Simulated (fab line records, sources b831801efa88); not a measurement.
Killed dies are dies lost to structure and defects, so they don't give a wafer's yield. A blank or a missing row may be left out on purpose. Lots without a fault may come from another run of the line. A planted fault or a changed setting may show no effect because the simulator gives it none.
fab line records | flow gf180mcu
record lots=5 wafers=15 last_day=32
route steps=602 shown V4@481 MIM@503
lots that met no fault: from a run of the same line without faults
start_h: hours from the record's first day to the start of the lot's first wafer shown | wait_h: hours since the lot's step before | " the same as in the row above | L1.1+2: a row that stands for several wafers | - no value, or no start given | * or withheld: withheld | < > ~ a bound
route shown NAME@n: a module of which the file shows steps, and the number in the route of the first | usual: mean/standard deviation of fault-free wafers | same: alike in all rows | chamber/n: place in a boat | sites: the reading at each site | _std_site: their standard deviation | _edge_site: outer sites' mean less inner sites' | radius_mm: how far each site lies from the wafer's centre | mask NAME#n: copy n | behind: the tool/chamber that last shaped the wafer | hold: why the lot was held/for how many hours/how that ended | device: the transistor (n, p or np) that didn't switch | end of line: the same wafers' tests at the end of the route | a step without rows: its recipe alone | killed: dies lost to structure and defects at the first sort, not the wafer's yield | map: a wafer's dies, x killed, . not, _ none there
set.NAME: the setting as run; set.NAME@STEP: as run at that earlier step | model.NAME: the simulator's own value behind a step, which no gauge read
lots at some steps of the route; a table a step, a row a wafer
services: from which hour (start_h, from the record's first day; less than 0 if before it) a tool's chamber was out of use, for how many hours, and why
## steps
# step GF_V4_BOW_MEAS_05
# recipe mode=bow
# usual V4_BOW=132/9
# columns lot.wafer tool chamber start_h wait_h V4_BOW[um]
L075.1 film_metro-04 - 547.34 0.2 128
L075.2 " - " " 117
L075.4 " - " " 140
L076.2 film_metro-01 - 554.62 0.2 131
L076.3 " - " " 121
L076.6 " - " " 140
L078.2 film_metro-04 - 571.87 0.3 140
L078.3 " - " " 154
L078.6 " - " " 131
L083.1 film_metro-01 - 613.29 0.2 132
L083.5 " - " " 142
L083.6 " - " " 137
L087.1 film_metro-04 - 646.26 0.2 140
L087.3 " - " " 123
L087.4 " - " " 137
# step GF_V4_DEHYDRATE_06
# recipe temp_c=200 time_s=60
# columns lot.wafer tool chamber start_h wait_h
L075.1+2+4 litho_track-04 0 557.23 9.9
L076.2+3+6 litho_track-03 0 565.15 10.5
L078.2+3+6 litho_track-01 0 581.56 9.7
L083.1+5+6 litho_track-01 0 622.84 9.5
L087.1+3+4 litho_track-03 0 655.58 9.3
# step GF_V4_HMDS_07
# recipe prime_time_s=60 prime_temp_c=120
# columns lot.wafer tool chamber start_h wait_h
L075.1+2+4 litho_track-04 0 557.38 0.1
L076.2+3+6 litho_track-03 0 565.30 0.1
L078.2+3+6 litho_track-01 0 581.71 0.1
L083.1+5+6 litho_track-01 0 622.99 0.1
L087.1+3+4 litho_track-03 0 655.73 0.1
# step GF_V4_COAT_08
# recipe resist=BARC temp_c=withheld time_s=withheld spin_rpm=withheld resist_thk_nm=withheld
# usual dispense_pressure_kPa=51.2/2.2
# columns lot.wafer tool chamber start_h wait_h dispense_pressure_kPa
L075.1 litho_track-04 0 557.53 0.1 51.3
L075.2 " 0 " " 51.3
L075.4 " 0 " " 51.2
L076.2 litho_track-03 0 565.45 0.1 53.0
L076.3 " 0 " " 52.9
L076.6 " 0 " " 52.9
L078.2 litho_track-01 0 581.86 0.1 47.1
L078.3 " 0 " " 47.1
L078.6 " 0 " " 47.1
L083.1 litho_track-01 0 623.14 0.1 47.1
L083.5 " 0 " " 47.1
L083.6 " 0 " " 47.1
L087.1 litho_track-03 0 655.88 0.1 52.9
L087.3 " 0 " " 52.9
L087.4 " 0 " " 52.9
# step GF_V4_COAT_09
# recipe resist=KrF spin_rpm=withheld resist_thk_nm=1000
# usual dispense_pressure_kPa=51.2/2.2
# columns lot.wafer tool chamber start_h wait_h dispense_pressure_kPa
L075.1 litho_track-04 0 - - 51.3
L075.2 " 0 " " 51.3
L075.4 " 0 " " 51.3
L076.2 litho_track-03 0 - - 52.9
L076.3 " 0 " " 52.9
L076.6 " 0 " " 52.9
L078.2 litho_track-01 0 - - 47.1
L078.3 " 0 " " 47.1
L078.6 " 0 " " 47.1
L083.1 litho_track-01 0 - - 47.1
L083.5 " 0 " " 47.1
L083.6 " 0 " " 47.1
L087.1 litho_track-03 0 - - 52.9
L087.3 " 0 " " 52.9
L087.4 " 0 " " 52.9
# step GF_V4_SOFTBAKE_10
# recipe temp_c=130 time_s=60 resist=KrF
# columns lot.wafer tool chamber start_h wait_h
L075.1+2+4 litho_track-04 0 - -
L076.2+3+6 litho_track-03 0 - -
L078.2+3+6 litho_track-01 0 - -
L083.1+5+6 litho_track-01 0 - -
L087.1+3+4 litho_track-03 0 - -
# step GF_V4_EXPOSE_11
# recipe mask_id=Via4 target_cd_nm=260 na=0.68 source_shape=conventional sigma_outer=0.6 dose_mj=38
# same na=0.68
# columns lot.wafer tool chamber start_h wait_h mask
L075.1+2+4 krf_scanner-02 0 - - Via4#0
L076.2+3+6 krf_scanner-02 0 - - Via4#0
L078.2+3+6 krf_scanner-01 0 - - Via4#0
L083.1+5+6 krf_scanner-02 0 - - Via4#0
L087.1+3+4 krf_scanner-01 0 - - Via4#0
# step GF_V4_PEB_12
# recipe peb_temp_c=135 peb_time_s=90 resist=KrF
# columns lot.wafer tool chamber start_h wait_h
L075.1+2+4 litho_track-03 0 - -
L076.2+3+6 litho_track-01 0 - -
L078.2+3+6 litho_track-01 0 - -
L083.1+5+6 litho_track-04 0 - -
L087.1+3+4 litho_track-01 0 - -
# step GF_V4_DEVELOP_13
# recipe develop_time_s=60 resist=KrF dev_temp_c=21
# same develop_time_s=60
# columns lot.wafer tool chamber start_h wait_h
L075.1+2+4 litho_track-03 0 569.08 0.2
L076.2+3+6 litho_track-01 0 577.06 0.2
L078.2+3+6 litho_track-01 0 592.56 0.2
L083.1+5+6 litho_track-04 0 633.43 0.2
L087.1+3+4 litho_track-01 0 665.84 0.2
# step GF_V4_CD_MEAS_14
# recipe target_cd_nm=260
# usual cd_nm=260.0/1.3
# columns lot.wafer tool chamber start_h wait_h cd_nm
L075.1 cd_sem-01 - 569.23 0.1 261.3
L075.2 " - " " 260.6
L075.4 " - " " 260.2
L076.2 cd_sem-02 - 577.21 0.1 261.4
L076.3 " - " " 261.9
L076.6 " - " " 262.4
L078.2 cd_sem-02 - 592.71 0.1 260.2
L078.3 " - " " 260.7
L078.6 " - " " 261.5
L083.1 cd_sem-01 - 633.58 0.1 255.2
L083.5 " - " " 256.4
L083.6 " - " " 257.4
L087.1 cd_sem-01 - 665.99 0.1 259.8
L087.3 " - " " 260.0
L087.4 " - " " 260.7
# step GF_V4_OVL_MEAS_15
# usual V4_OVL=-2/5.1
# columns lot.wafer tool chamber start_h wait_h V4_OVL[nm]
L075.1 overlay-01 - 569.35 0.1 -7
L075.2 " - " " -6
L075.4 " - " " -3
L076.2 overlay-02 - 577.31 0.1 -6
L076.3 " - " " -8
L076.6 " - " " -3
L078.2 overlay-02 - 592.81 0.1 7
L078.3 " - " " 8
L078.6 " - " " 8
L083.1 overlay-01 - 633.70 0.1 -6
L083.5 " - " " -1
L083.6 " - " " -1
L087.1 overlay-02 - 666.11 0.1 -1
L087.3 " - " " 0
L087.4 " - " " -4
# step GF_V4_ETCH_16
# recipe chemistry=N2/H2 target_depth_a=withheld overetch_a=withheld time_s=withheld target=BARC ion_energy_ev=200 source_w=500 bias_w=100 pressure_mtorr=30 n2_flow_sccm=100 h2_flow_sccm=200
# usual drypump_motor_current_A=5.6/0.59 oes_product_au=0.855/0.0048 throttle_valve_pct=13.224/0.0082
# columns lot.wafer tool chamber start_h wait_h drypump_motor_current_A oes_product_au throttle_valve_pct
L075.1 rie_diel-01 3 569.38 0.0 5.6 0.865 13.223
L075.2 " 0 " " 5.4 0.852 13.231
L075.4 " 1 " " 6.5 0.853 13.210
L076.2 rie_diel-01 2 577.34 0.0 5.8 0.855 13.225
L076.3 " 1 " " 6.5 0.854 13.214
L076.6 " 2 " " 5.9 0.853 13.222
L078.2 rie_diel-01 3 592.84 0.0 5.6 0.858 13.217
L078.3 " 1 " " 6.5 0.856 13.220
L078.6 " 1 " " 6.5 0.862 13.224
L083.1 rie_diel-03 0 633.74 0.0 5.9 0.861 13.231
L083.5 " 3 " " 5.9 0.849 13.215
L083.6 " 0 " " 5.9 0.856 13.222
L087.1 rie_diel-04 3 666.14 0.0 4.7 0.854 13.222
L087.3 " 2 " " 4.9 0.852 13.223
L087.4 " 1 " " 5.7 0.855 13.225
# step GF_V4_ETCH_17
# recipe chemistry=C4F8/O2/Ar mask_material=KrF target=SiO2 stop_on=TiN source_w=1500 bias_w=1200 pressure_mtorr=40 c4f8_flow_sccm=withheld O2_flow_sccm=6 Ar_flow_sccm=300 time_s=withheld target_depth_a=6300
# usual oes_product_au=0.856/0.0047
# columns lot.wafer tool chamber start_h wait_h oes_product_au
L075.1 rie_diel-01 3 - - 0.849
L075.2 " 0 " " 0.859
L075.4 " 1 " " 0.858
L076.2 rie_diel-01 2 - - 0.860
L076.3 " 1 " " 0.857
L076.6 " 2 " " 0.861
L078.2 rie_diel-01 3 - - 0.848
L078.3 " 1 " " 0.856
L078.6 " 1 " " 0.855
L083.1 rie_diel-03 0 - - 0.860
L083.5 " 3 " " 0.852
L083.6 " 0 " " 0.859
L087.1 rie_diel-04 3 - - 0.867
L087.3 " 2 " " 0.853
L087.4 " 1 " " 0.852
# step GF_V4_STRIP_18
# recipe chemistry=O2/N2 power_w=1400 pressure_mtorr=1500 platen_temp_c=250 o2_flow_sccm=3000 n2_flow_sccm=300 overash_fraction=0.5
# usual drypump_motor_current_A=6.0/0.42 heater_power_w=310/31 oes_product_au=0.593/0.0043
# columns lot.wafer tool chamber start_h wait_h drypump_motor_current_A heater_power_w oes_product_au rf_hours_counter_h
L075.1 plasma_asher-02 0 569.51 - 5.8 347 0.601 15
L075.2 " 1 " " 6.0 271 0.600 15
L075.4 " 1 " " 6.0 276 0.599 -
L076.2 plasma_asher-03 0 577.47 - 5.4 259 0.591 85
L076.3 " 0 " " 5.4 259 0.594 -
L076.6 " 0 " " 5.4 254 0.586 -
L078.2 plasma_asher-04 0 592.97 - 6.6 318 0.598 94
L078.3 " 1 " " 6.6 335 0.597 -
L078.6 " 1 " " 6.6 321 0.597 -
L083.1 plasma_asher-02 0 633.86 - 5.8 345 0.594 22
L083.5 " 0 " " 5.8 346 0.595 -
L083.6 " 1 " " 6.0 281 0.595 -
L087.1 plasma_asher-04 1 666.27 - 6.6 327 0.591 102
L087.3 " 0 " " 6.6 309 0.595 -
L087.4 " 1 " " 6.6 325 0.583 -
# step GF_V4_STRIP_19
# recipe chemistry=post_etch_residue_remover time_s=1200 temp_c=72.5
# usual bath_guard_temp_C=72.4/0.67
# columns lot.wafer tool chamber start_h wait_h bath_guard_temp_C
L075.1 wet_bench-01 1 569.61 0.1 71.9
L075.2 " 1 " " 72.0
L075.4 " 1 " " 72.2
L076.2 wet_bench-03 0 577.57 0.1 72.0
L076.3 " 0 " " 72.4
L076.6 " 0 " " 72.2
L078.2 wet_bench-01 1 593.07 0.1 71.9
L078.3 " 1 " " 72.2
L078.6 " 1 " " 72.2
L083.1 wet_bench-01 3 633.96 0.1 73.3
L083.5 " 3 " " 73.5
L083.6 " 3 " " 73.0
L087.1 wet_bench-01 2 666.37 0.1 71.5
L087.3 " 2 " " 71.3
L087.4 " 2 " " 71.5
# step GF_V4_CLEAN_20
# recipe chemistry=DIW dry=n2_spin
# columns lot.wafer tool chamber start_h wait_h
L075.1+2+4 wet_bench-04 3 569.98 0.0
L076.2+3+6 wet_bench-01 1 577.91 0.0
L078.2+3+6 wet_bench-01 1 593.41 0.0
L083.1+5+6 wet_bench-04 3 634.31 0.0
L087.1+3+4 wet_bench-03 3 666.74 0.0
# step GF_V4_SPUTTER_21
# recipe material=Ti target_thk_nm=15 chamber_pressure_pa=5 power_w=2500 substrate_temp_c=200 time_s=80.02
# usual throttle_valve_pct=29.7/0.83
# columns lot.wafer tool chamber start_h wait_h throttle_valve_pct
L075.1 pvd_sputter-03 - 570.08 0.0 29.0
L075.2 " - " " 30.6
L075.4 " - " " 28.9
L076.2 pvd_sputter-03 - 578.00 0.0 31.0
L076.3 " - " " 29.1
L076.6 " - " " 30.0
L078.2 pvd_sputter-01 - 593.50 0.0 30.1
L078.3 " - " " 28.9
L078.6 " - " " 28.4
L083.1 pvd_sputter-01 - 634.40 0.0 29.0
L083.5 " - " " 29.4
L083.6 " - " " 28.9
L087.1 pvd_sputter-03 - 666.84 0.0 29.4
L087.3 " - " " 30.7
L087.4 " - " " 30.1
# step GF_V4_SPUTTER_22
# recipe material=TiN target_thk_nm=10 chamber_pressure_pa=5 power_w=4000 time_s=40
# usual throttle_valve_pct=29.7/0.81
# columns lot.wafer tool chamber start_h wait_h throttle_valve_pct
L075.1 pvd_sputter-03 - 570.14 0.0 28.8
L075.2 " - " " 31.1
L075.4 " - " " 28.9
L076.2 pvd_sputter-03 - 578.07 0.0 30.9
L076.3 " - " " 29.1
L076.6 " - " " 30.3
L078.2 pvd_sputter-01 - 593.57 0.0 30.2
L078.3 " - " " 28.9
L078.6 " - " " 28.6
L083.1 pvd_sputter-01 - 634.46 0.0 29.3
L083.5 " - " " 29.4
L083.6 " - " " 28.8
L087.1 pvd_sputter-03 - 666.90 0.0 29.0
L087.3 " - " " 30.8
L087.4 " - " " 30.5
# step GF_V4_CVD_23
# recipe material=W target_thk_nm=350 time_s=104.9 temp_c=400 pressure_torr=40
# usual chamber_pressure_Torr=40.00/0.075 heater_power_w=925/97 susceptor_temp_C=399.96/0.24
# columns lot.wafer tool chamber start_h wait_h chamber_pressure_Torr heater_power_w since_wet_clean_h susceptor_temp_C
L075.1 cvd_w-01 1 570.18 0.0 39.89 1033 166 399.83
L075.2 " 0 " " 39.99 887 166 400.11
L075.4 " 0 " " 39.84 858 - 399.75
L076.2 cvd_w-02 1 578.10 0.0 40.06 805 674 400.43
L076.3 " 1 " " 39.98 775 - 400.46
L076.6 " 1 " " 39.94 786 - 400.38
L078.2 cvd_w-02 0 593.60 0.0 39.99 995 690 399.75
L078.3 " 1 " " 40.08 771 - 399.98
L078.6 " 0 " " 39.94 1001 - 399.99
L083.1 cvd_w-01 1 634.50 0.0 39.97 1025 231 399.90
L083.5 " 1 " " 39.94 1045 - 399.92
L083.6 " 0 " " 40.15 853 - 400.09
L087.1 cvd_w-01 1 666.94 0.0 40.08 1039 263 399.85
L087.3 " 0 " " 39.92 890 - 400.10
L087.4 " 1 " " 39.97 1031 - 399.96
# step GF_V4_RS_MEAS_24
# recipe thk_meas_gauge=four-point-probe reads=W_of_V4_CVD_23+TiN_of_V4_SPUTTER_22+Ti_of_V4_SPUTTER_21
# usual V4_W_RS=0.326/0.0033
# columns lot.wafer tool chamber start_h wait_h V4_W_RS[ohm/sq]
L075.1 film_metro-01 - 570.29 0.1 0.324
L075.2 " - " " 0.325
L075.4 " - " " 0.324
L076.2 film_metro-04 - 578.24 0.1 0.331
L076.3 " - " " 0.325
L076.6 " - " " 0.327
L078.2 film_metro-04 - 593.74 0.1 0.326
L078.3 " - " " 0.331
L078.6 " - " " 0.327
L083.1 film_metro-04 - 634.61 0.1 0.325
L083.5 " - " " 0.325
L083.6 " - " " 0.322
L087.1 film_metro-04 - 667.06 0.1 0.321
L087.3 " - " " 0.325
L087.4 " - " " 0.324
# step GF_V4_THK_MEAS_25
# recipe thk_meas_gauge=xrf reads=W_of_V4_CVD_23
# usual V4_W_THK=342/4.2
# columns lot.wafer tool chamber start_h wait_h V4_W_THK[nm]
L075.1 film_metro-01 - 570.41 0.1 346
L075.2 " - " " 346
L075.4 " - " " 345
L076.2 film_metro-04 - 578.35 0.1 338
L076.3 " - " " 343
L076.6 " - " " 341
L078.2 film_metro-04 - 593.85 0.1 342
L078.3 " - " " 339
L078.6 " - " " 339
L083.1 film_metro-04 - 634.73 0.1 344
L083.5 " - " " 342
L083.6 " - " " 347
L087.1 film_metro-04 - 667.18 0.1 347
L087.3 " - " " 344
L087.4 " - " " 345
# step GF_V4_CMP_26
# recipe stop_on=SiO2 down_force_psi=3.5 platen_rpm=60 t_overpolish_s=15 target_thk_nm=0 pad_velocity_m_s=0.94248
# usual motor_current_A=11.4/0.97 overpolish_run_s=15.001/0.0088 slurry_flow_ml_min=150.0/0.47 time_to_endpoint_s=86/3.2
# columns lot.wafer tool chamber start_h wait_h motor_current_A overpolish_run_s slurry_flow_ml_min time_to_endpoint_s
L075.2 cmp-01 0 570.47 0.0 11.4 14.995 150.0 87
L075.1 " 1 " " 10.7 15.003 151.3 84
L075.4 " 2 " " 12.8 15.008 150.1 85
L076.2 cmp-01 2 578.50 0.1 13.4 14.984 150.2 83
L076.3 " 3 " " 10.7 15.008 149.9 79
L076.6 " 1 " " 10.9 14.988 150.0 78
L078.3 cmp-01 3 593.95 0.1 10.7 14.999 149.5 87
L078.2 " 1 " " 10.3 14.990 149.5 85
L078.6 " 2 " " 12.4 15.011 149.0 83
L083.1 cmp-01 3 634.89 0.1 10.3 15.000 150.3 85
L083.5 " 1 " " 10.2 15.008 149.8 84
L083.6 " 2 " " 12.8 14.994 150.1 87
L087.1 cmp-02 0 667.24 0.1 10.4 14.997 149.5 87
L087.3 " 1 " " 10.5 15.003 150.1 90
L087.4 " 2 " " 12.1 15.003 149.7 87
# step GF_MIM_SPUTTER_00
# recipe material=Ti target_thk_nm=37.5 arriving_ion_energy_ev=80 substrate_temp_c=200 chamber_pressure_pa=2 power_w=4000 time_s=150
# usual throttle_valve_pct=30.1/0.86
# columns lot.wafer tool chamber start_h wait_h throttle_valve_pct
L075.1 pvd_sputter-04 - 570.77 0.2 30.5
L075.2 " - " " 30.7
L075.4 " - " " 31.0
L076.2 pvd_sputter-04 - 578.70 0.1 30.9
L076.3 " - " " 31.1
L076.6 " - " " 30.9
L078.2 pvd_sputter-03 - 594.20 0.1 28.8
L078.3 " - " " 30.6
L078.6 " - " " 30.9
L083.1 pvd_sputter-02 - 635.09 0.1 29.6
L083.5 " - " " 28.7
L083.6 " - " " 28.2
L087.1 pvd_sputter-04 - 667.54 0.2 30.8
L087.3 " - " " 30.7
L087.4 " - " " 30.2
# step GF_MIM_SPUTTER_01
# recipe material=TiN target_thk_nm=30 power_w=6500 time_s=25 chamber_pressure_pa=0.4
# usual throttle_valve_pct=30.1/0.85
# columns lot.wafer tool chamber start_h wait_h throttle_valve_pct
L075.1 pvd_sputter-04 - 570.87 0.1 30.3
L075.2 " - " " 30.6
L075.4 " - " " 31.2
L076.2 pvd_sputter-04 - 578.80 0.1 31.0
L076.3 " - " " 31.2
L076.6 " - " " 30.9
L078.2 pvd_sputter-03 - 594.30 0.1 29.1
L078.3 " - " " 30.6
L078.6 " - " " 31.2
L083.1 pvd_sputter-02 - 635.19 0.1 29.7
L083.5 " - " " 28.9
L083.6 " - " " 28.5
L087.1 pvd_sputter-04 - 667.64 0.1 30.8
L087.3 " - " " 30.4
L087.4 " - " " 30.2
# step GF_MIM_SPUTTER_02
# recipe material=AlCu target_thk_nm=450 power_w=10600 time_s=23.9 chamber_pressure_pa=0.4
# usual throttle_valve_pct=30.1/0.84
# columns lot.wafer tool chamber start_h wait_h throttle_valve_pct
L075.1 pvd_sputter-04 - 570.90 0.0 30.5
L075.2 " - " " 30.9
L075.4 " - " " 31.5
L076.2 pvd_sputter-04 - 578.83 0.0 30.8
L076.3 " - " " 31.2
L076.6 " - " " 30.8
L078.2 pvd_sputter-03 - 594.33 0.0 29.0
L078.3 " - " " 30.5
L078.6 " - " " 30.9
L083.1 pvd_sputter-02 - 635.22 0.0 29.2
L083.5 " - " " 29.0
L083.6 " - " " 28.4
L087.1 pvd_sputter-04 - 667.67 0.0 30.8
L087.3 " - " " 30.5
L087.4 " - " " 29.9
# step GF_MIM_SPUTTER_03
# recipe material=Ti target_thk_nm=10 substrate_temp_c=300 chamber_pressure_pa=0.3 power_w=3000 time_s=6.7
# usual throttle_valve_pct=30.1/0.85
# columns lot.wafer tool chamber start_h wait_h throttle_valve_pct
L075.1 pvd_sputter-04 - 570.93 0.0 30.5
L075.2 " - " " 30.7
L075.4 " - " " 31.1
L076.2 pvd_sputter-04 - 578.86 0.0 31.0
L076.3 " - " " 31.3
L076.6 " - " " 30.7
L078.2 pvd_sputter-03 - 594.36 0.0 29.1
L078.3 " - " " 30.6
L078.6 " - " " 30.6
L083.1 pvd_sputter-02 - 635.25 0.0 29.2
L083.5 " - " " 29.0
L083.6 " - " " 28.3
L087.1 pvd_sputter-04 - 667.70 0.0 30.6
L087.3 " - " " 30.5
L087.4 " - " " 30.0
# step GF_MIM_SPUTTER_04
# recipe material=TiN target_thk_nm=50 power_w=6500 time_s=41.7 chamber_pressure_pa=0.4
# usual throttle_valve_pct=30.1/0.85
# columns lot.wafer tool chamber start_h wait_h throttle_valve_pct
L075.1 pvd_sputter-04 - 570.95 0.0 30.6
L075.2 " - " " 30.8
L075.4 " - " " 31.1
L076.2 pvd_sputter-04 - 578.88 0.0 30.8
L076.3 " - " " 31.1
L076.6 " - " " 30.9
L078.2 pvd_sputter-03 - 594.38 0.0 29.0
L078.3 " - " " 30.6
L078.6 " - " " 30.9
L083.1 pvd_sputter-02 - 635.27 0.0 29.3
L083.5 " - " " 28.9
L083.6 " - " " 28.4
L087.1 pvd_sputter-04 - 667.72 0.0 30.7
L087.3 " - " " 30.7
L087.4 " - " " 29.7
# step GF_MIM_CVD_05
# recipe material=Si3N4 target_thk_nm=42 temp_max_c=400 temp_c=385 time_s=29.086 rf_w=450
# usual heater_power_w=654/86 susceptor_temp_C=384.98/0.2
# columns lot.wafer tool chamber start_h wait_h heater_power_w since_wet_clean_h susceptor_temp_C
L075.1 pecvd-02 2 570.99 0.0 558 188 385.00
L075.2 " 1 " " 736 188 384.75
L075.4 " 1 " " 735 - 384.89
L076.2 pecvd-03 1 578.92 0.0 764 821 384.81
L076.3 " 2 " " 544 821 385.06
L076.6 " 2 " " 547 - 385.15
L078.2 pecvd-02 0 594.42 0.0 631 212 384.90
L078.3 " 1 " " 696 212 384.85
L078.6 " 0 " " 648 - 385.26
L083.1 pecvd-01 0 635.31 0.0 521 669 385.18
L083.5 " 1 " " 773 - 385.33
L083.6 " 2 " " 602 - 384.77
L087.1 pecvd-02 1 667.76 0.0 646 285 385.25
L087.3 " 0 " " 657 285 384.86
L087.4 " 1 " " 654 - 384.92
# step GF_MIM_THK_MEAS_06
# recipe reads=Si3N4_of_MIM_CVD_05
# usual MIM_CVD_05_THK=42.0/0.49
# columns lot.wafer tool chamber start_h wait_h MIM_CVD_05_THK[nm]
L075.1 film_metro-03 - 571.02 0.0 42.1
L075.2 " - " " 42.2
L075.4 " - " " 43.1
L076.2 film_metro-03 - 578.96 0.0 41.1
L076.3 " - " " 41.6
L076.6 " - " " 41.9
L078.2 film_metro-01 - 594.46 0.0 41.9
L078.3 " - " " 41.9
L078.6 " - " " 42.2
L083.1 film_metro-04 - 635.34 0.0 41.7
L083.5 " - " " 42.4
L083.6 " - " " 41.9
L087.1 film_metro-04 - 667.79 0.0 42.0
L087.3 " - " " 41.6
L087.4 " - " " 42.3
# step GF_MIM_SPUTTER_07
# recipe material=TiN target_thk_nm=60 power_w=6500 time_s=51.16 chamber_pressure_pa=0.4
# usual throttle_valve_pct=30.0/0.91
# columns lot.wafer tool chamber start_h wait_h throttle_valve_pct
L075.1 pvd_sputter-03 - 571.08 0.1 30.6
L075.2 " - " " 29.0
L075.4 " - " " 30.1
L076.2 pvd_sputter-03 - 579.01 0.0 29.0
L076.3 " - " " 30.8
L076.6 " - " " 30.2
L078.2 pvd_sputter-02 - 594.51 0.0 29.2
L078.3 " - " " 29.0
L078.6 " - " " 28.1
L083.1 pvd_sputter-04 - 635.40 0.1 30.7
L083.5 " - " " 30.7
L083.6 " - " " 30.0
L087.1 pvd_sputter-03 - 667.85 0.1 30.6
L087.3 " - " " 29.4
L087.4 " - " " 30.6
# step GF_MIM_SPUTTER_08
# recipe material=AlCu target_thk_nm=200 power_w=10600 time_s=10.6 chamber_pressure_pa=0.4
# usual throttle_valve_pct=30.0/0.92
# columns lot.wafer tool chamber start_h wait_h throttle_valve_pct
L075.1 pvd_sputter-03 - 571.13 0.0 31.3
L075.2 " - " " 29.1
L075.4 " - " " 30.4
L076.2 pvd_sputter-03 - 579.05 0.0 29.0
L076.3 " - " " 30.7
L076.6 " - " " 30.5
L078.2 pvd_sputter-02 - 594.55 0.0 29.3
L078.3 " - " " 28.8
L078.6 " - " " 28.4
L083.1 pvd_sputter-04 - 635.45 0.0 30.7
L083.5 " - " " 30.6
L083.6 " - " " 30.0
L087.1 pvd_sputter-03 - 667.89 0.0 30.6
L087.3 " - " " 29.0
L087.4 " - " " 30.3
# step GF_MIM_SPUTTER_09
# recipe material=TiN target_thk_nm=35 power_w=6500 time_s=29.2 chamber_pressure_pa=0.4
# usual throttle_valve_pct=30.0/0.91
# columns lot.wafer tool chamber start_h wait_h throttle_valve_pct
L075.1 pvd_sputter-03 - 571.15 0.0 30.9
L075.2 " - " " 28.9
L075.4 " - " " 30.5
L076.2 pvd_sputter-03 - 579.08 0.0 29.0
L076.3 " - " " 31.0
L076.6 " - " " 30.2
L078.2 pvd_sputter-02 - 594.58 0.0 29.4
L078.3 " - " " 29.1
L078.6 " - " " 28.2
L083.1 pvd_sputter-04 - 635.47 0.0 31.0
L083.5 " - " " 30.9
L083.6 " - " " 29.6
L087.1 pvd_sputter-03 - 667.92 0.0 30.9
L087.3 " - " " 29.1
L087.4 " - " " 30.3
# step GF_MIM_RS_MEAS_10
# recipe thk_meas_gauge=four-point-probe reads=TiN_of_MIM_SPUTTER_09+AlCu_of_MIM_SPUTTER_08+TiN_of_MIM_SPUTTER_07
# usual MIM_ALCU_RS=0.1605/0.0012
# columns lot.wafer tool chamber start_h wait_h MIM_ALCU_RS[ohm/sq]
L075.1 film_metro-04 - 571.18 0.0 0.1596
L075.2 " - " " 0.1595
L075.4 " - " " 0.1606
L076.2 film_metro-04 - 579.13 0.0 0.1590
L076.3 " - " " 0.1589
L076.6 " - " " 0.1606
L078.2 film_metro-01 - 594.63 0.0 0.1599
L078.3 " - " " 0.1610
L078.6 " - " " 0.1612
L083.1 film_metro-03 - 635.50 0.0 0.1608
L083.5 " - " " 0.1593
L083.6 " - " " 0.1605
L087.1 film_metro-04 - 667.95 0.0 0.1592
L087.3 " - " " 0.1588
L087.4 " - " " 0.1590
# step GF_MIM_THK_MEAS_11
# recipe thk_meas_gauge=xrf reads=AlCu_of_MIM_SPUTTER_08
# usual MIM_ALCU_THK=200.1/1.6
# columns lot.wafer tool chamber start_h wait_h MIM_ALCU_THK[nm]
L075.1 film_metro-04 - 571.30 0.1 199.5
L075.2 " - " " 200.4
L075.4 " - " " 200.0
L076.2 film_metro-04 - 579.24 0.1 201.0
L076.3 " - " " 201.1
L076.6 " - " " 200.1
L078.2 film_metro-01 - 594.74 0.1 202.0
L078.3 " - " " 198.3
L078.6 " - " " 200.1
L083.1 film_metro-03 - 635.62 0.1 200.2
L083.5 " - " " 202.0
L083.6 " - " " 200.7
L087.1 film_metro-04 - 668.07 0.1 202.5
L087.3 " - " " 201.0
L087.4 " - " " 201.7
# step GF_MIM_DEHYDRATE_12
# recipe temp_c=200 time_s=60
# columns lot.wafer tool chamber start_h wait_h
L075.1+2+4 litho_track-02 0 580.84 9.5
L076.2+3+6 litho_track-01 0 589.01 9.8
L078.2+3+6 litho_track-04 0 604.05 9.3
L083.1+5+6 litho_track-01 0 644.54 8.9
L087.1+3+4 litho_track-02 0 677.24 9.2
# step GF_MIM_HMDS_13
# recipe prime_time_s=60 prime_temp_c=120
# columns lot.wafer tool chamber start_h wait_h
L075.1+2+4 litho_track-02 0 580.99 0.1
L076.2+3+6 litho_track-01 0 589.16 0.1
L078.2+3+6 litho_track-04 0 604.20 0.1
L083.1+5+6 litho_track-01 0 644.69 0.1
L087.1+3+4 litho_track-02 0 677.39 0.1
# step GF_MIM_COAT_14
# recipe resist=NOVOLAK spin_rpm=3000 resist_thk_nm=1000
# usual dispense_pressure_kPa=49.1/1.5
# columns lot.wafer tool chamber start_h wait_h dispense_pressure_kPa
L075.1 litho_track-02 0 581.14 0.1 49.9
L075.2 " 0 " " 49.8
L075.4 " 0 " " 49.8
L076.2 litho_track-01 0 589.31 0.1 47.1
L076.3 " 0 " " 47.1
L076.6 " 0 " " 47.1
L078.2 litho_track-04 0 604.35 0.1 51.3
L078.3 " 0 " " 51.3
L078.6 " 0 " " 51.2
L083.1 litho_track-01 0 644.84 0.1 47.1
L083.5 " 0 " " 47.1
L083.6 " 0 " " 47.0
L087.1 litho_track-02 0 677.54 0.1 49.8
L087.3 " 0 " " 49.8
L087.4 " 0 " " 49.8
# step GF_MIM_SOFTBAKE_15
# recipe temp_c=90 time_s=60 resist=NOVOLAK
# columns lot.wafer tool chamber start_h wait_h
L075.1+2+4 litho_track-02 0 581.29 0.1
L076.2+3+6 litho_track-01 0 589.46 0.1
L078.2+3+6 litho_track-04 0 604.50 0.1
L083.1+5+6 litho_track-01 0 644.99 0.1
L087.1+3+4 litho_track-02 0 677.69 0.1
## services
# columns tool chamber start_h hours kind
pecvd-02 - 533.68 0.8 repair
pecvd-02 2 554.02 12.2 repair
rie_diel-04 0 566.54 8.9 repair
cvd_w-02 - 568.00 6.0 pm
cmp-01 - 572.00 4.0 pm
krf_scanner-02 - 572.38 1.0 repair
krf_scanner-01 - 578.39 0.8 pm
pecvd-02 2 580.17 7.3 repair
cmp-01 - 580.46 3.5 repair
cvd_w-01 - 582.40 28.1 pm
cmp-01 - 582.93 1.2 repair
pvd_sputter-04 - 588.74 8.7 repair
krf_scanner-01 - 596.26 1.3 pm
pvd_sputter-01 - 614.64 1.0 repair
wet_bench-03 - 616.38 1.1 repair
cvd_w-01 - 619.05 0.2 repair
krf_scanner-02 - 639.30 1.3 pm
krf_scanner-02 - 650.13 0.8 pm
pvd_sputter-02 - 653.30 2.3 repair
cmp-01 - 656.80 4.1 pm
rie_diel-03 1 667.61 3.5 repair
cmp-01 - 668.10 7.5 pm
krf_scanner-02 - 668.41 1.0 pm
pvd_sputter-02 - 673.75 9.5 repair
## key
fault none
